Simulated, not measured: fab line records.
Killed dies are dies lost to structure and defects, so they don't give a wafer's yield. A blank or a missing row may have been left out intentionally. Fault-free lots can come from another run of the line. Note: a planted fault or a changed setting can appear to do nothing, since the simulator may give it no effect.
Which tool was responsible?	flow gf180mcu	39 wafers from 13 lots sampled at 3 of the route's 602 steps

WHAT EACH GAUGE READ, for each wafer
GF_V1_THK_MEAS_25: measures by xrf. Usual: for V1_W_THK the level is 348 nm and the standard deviation is 5.
lot	measured	on	V1_W_THK (nm)	flag
L667	day 18 01:14	film-metro-01	349 350 355	
L668	day 18 12:40	film-metro-04	352 360 352	
L669	day 18 16:34	film-metro-02	357 348 350	
L671	day 19 22:17	film-metro-02	354 358 360	
L673	day 20 08:13	film-metro-01	341 337 343	
L676	day 21 13:13	film-metro-04	342 343 342	
L682	day 23 20:54	film-metro-01	347 345 348	
L683	day 24 05:44	film-metro-04	343 348 344	
L685	day 24 18:31	film-metro-01	349 350 347	
L686	day 24 23:03	film-metro-04	342 340 348	
L687	day 25 07:46	film-metro-04	347 345 346	
L688	day 25 12:44	film-metro-02	355 354 348	
L689	day 25 19:16	film-metro-02	349 355 350	

WHICH TOOL RAN EACH LOT (tool, then ch and the chambers of the sampled wafers, then the start)
lot	GF_HV_LDD_CVD_56	GF_M1_SPUTTER_04
L667	lpcvd-02 ch 0, day 12 09:59	pvd-sputter-01, day 16 01:14
L668	lpcvd-02 ch 1, day 12 19:09	pvd-sputter-03, day 16 11:55
L669	lpcvd-01 ch 1, day 12 21:56	pvd-sputter-03, day 16 15:50
L671	lpcvd-02 ch 1, day 13 15:59	pvd-sputter-01, day 17 11:11
L673	lpcvd-02 ch 0, day 14 08:48	pvd-sputter-01, day 18 06:00
L676	lpcvd-01 ch 1, day 15 10:34	pvd-sputter-03, day 19 10:55
L682	lpcvd-01 ch 1, day 17 15:11	pvd-sputter-02, day 21 20:14
L683	lpcvd-02 ch 0, day 18 00:38	pvd-sputter-01, day 22 06:07
L685	lpcvd-02 ch 1, day 18 12:57	pvd-sputter-01, day 22 18:22
L686	lpcvd-02 ch 1, day 18 18:29	pvd-sputter-01, day 22 23:28
L687	lpcvd-02 ch 1, day 19 04:02	pvd-sputter-03, day 23 09:23
L688	lpcvd-01 ch 1, day 19 07:58	pvd-sputter-03, day 23 13:41
L689	lpcvd-02 ch 0, day 19 16:11	pvd-sputter-02, day 23 21:00
- GF_HV_LDD_CVD_56: deposits Si3N4 from DCS/NH3, target thk 90 nm, time 1543 s.
- GF_M1_SPUTTER_04: material TiN, target thk 50 nm, time 41.7 s.

WHAT THE TOOLS THEMSELVES READ (means of the sampled wafers that have a number; where no wafer has one, the mark that the record gives instead)
GF_HV_LDD_CVD_56. Usual: susceptor-temp-C 770.00 C, standard deviation 0.28; zone-power-centre-pct 13.5 %, standard deviation 1.4.
lot	tool	susceptor-temp-C (C)	zone-power-centre-pct (%)	flag
L667	lpcvd-02	769.97	12.0	
L668	lpcvd-02	770.18	15.5	
L669	lpcvd-01	770.15	13.1	
L671	lpcvd-02	770.18	15.5	
L673	lpcvd-02	772.06	12.1	OFF
L676	lpcvd-01	770.33	13.1	
L682	lpcvd-01	769.73	13.1	
L683	lpcvd-02	769.72	12.2	
L685	lpcvd-02	769.95	15.6	
L686	lpcvd-02	770.20	15.5	
L687	lpcvd-02	770.25	15.5	
L688	lpcvd-01	770.10	13.2	
L689	lpcvd-02	770.01	12.1	

GF_M1_SPUTTER_04. Usual: 30.3 % for throttle-valve-pct, sd 0.85.
lot	tool	throttle-valve-pct (%)	flag
L667	pvd-sputter-01	31.0	
L668	pvd-sputter-03	30.3	
L669	pvd-sputter-03	30.1	
L671	pvd-sputter-01	30.1	
L673	pvd-sputter-01	29.2	
L676	pvd-sputter-03	30.3	
L682	pvd-sputter-02	30.0	
L683	pvd-sputter-01	30.8	
L685	pvd-sputter-01	30.2	
L686	pvd-sputter-01	30.0	
L687	pvd-sputter-03	29.9	
L688	pvd-sputter-03	30.8	
L689	pvd-sputter-02	29.3	

THE ANSWER, worked out from the rows above alone
Rule: a lot is off if the mean of its wafers that have a number lies more than 3 standard deviations from the usual mean. Also off: a lot with no number at a reading for which 4 or more lots have one. Any other lot the step has rows for is counted as sound. First the gauges in route order, then the tools' own readings, where a lot's mean is used as printed above. At the first step where some lot is off, the reading lying furthest off is the one used; lots without a number count as furthest.
Off: L673, at GF_HV_LDD_CVD_56 (susceptor-temp-C).
A tool fits if, at that step or a process step before it, it ran every lot that is off, and no sound lot after the first of them. Not one of the candidates tried fits.

WHAT WAS PUT IN BY THE SIMULATOR
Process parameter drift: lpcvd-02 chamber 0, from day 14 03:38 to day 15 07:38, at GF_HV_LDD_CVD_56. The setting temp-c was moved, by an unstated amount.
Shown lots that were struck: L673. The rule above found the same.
